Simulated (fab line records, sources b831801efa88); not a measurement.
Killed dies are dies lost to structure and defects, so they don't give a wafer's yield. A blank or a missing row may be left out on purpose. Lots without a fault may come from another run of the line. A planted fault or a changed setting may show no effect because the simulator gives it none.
Chamber matching | flow sky130 | SKY_VIA2_CMP_24 on cmp-01: 4 sister chambers
The step polishes, stops on SiO2, t overpolish 20 s, target thk 0 nm. 8 wafers are shown with their chamber, then 12 later ones without.

WAFERS WITH THEIR CHAMBER
wafer  | chamber | motor_current_A (A) | time_to_endpoint_s (s)
L086.2 | 0       | 11.1                | 101
L086.4 | 2       | 8.1                 | 101
L089.1 | 2       | 8.2                 | 96
L089.2 | 3       | 11.7                | 96
L089.4 | 1       | 10.3                | 104
L090.1 | 3       | 11.7                | 99
L090.4 | 1       | 10.4                | 109
L090.6 | 0       | 11.3                | 105

WAFERS WITHOUT THEIR CHAMBER
wafer  | motor_current_A (A) | time_to_endpoint_s (s)
L091.2 | 8.3                 | 98
L091.5 | 11.3                | 98
L091.6 | 8.5                 | 101
L093.3 | 8.3                 | 104
L093.4 | 11.2                | 100
L093.5 | 11.8                | 102
L094.1 | 10.5                | 104
L094.4 | 8.4                 | 97
L094.5 | 10.7                | 109
L095.2 | 9.0                 | 96
L095.3 | 11.3                | 101
L095.6 | 10.7                | 99

WHICH CHAMBER EACH WENT THROUGH
wafer  | from the rows above     | in truth
L091.2 | 2                       | 2
L091.5 | 0                       | 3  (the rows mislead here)
L091.6 | 2                       | 2
L093.3 | 2                       | 2
L093.4 | 0                       | 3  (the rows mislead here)
L093.5 | 3                       | 3
L094.1 | 1                       | 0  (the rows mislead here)
L094.4 | 2                       | 2
L094.5 | can't be placed: 1 or 0 | 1
L095.2 | 2                       | 2
L095.3 | 0                       | 0
L095.6 | can't be placed: 1 or 0 | 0
Placed correctly: 7 of 12. Can't be placed from these rows: 2 (the true chamber is among the candidates in 2). Placed wrongly: 3.
How it was worked out, from the rows above alone: a wafer's distance from a chamber is the root of the sum, over the readings, of the square of ((its reading less the chamber's mean) divided by the reading's scatter). The wafer belongs to the nearest chamber; if the next one is less than 2 further off, it can't be placed. A chamber's mean is the mean of its shown wafers. The scatter: the root of (the sum of the squares of (reading less its chamber's mean) over the shown wafers, divided by (wafers less chambers)).
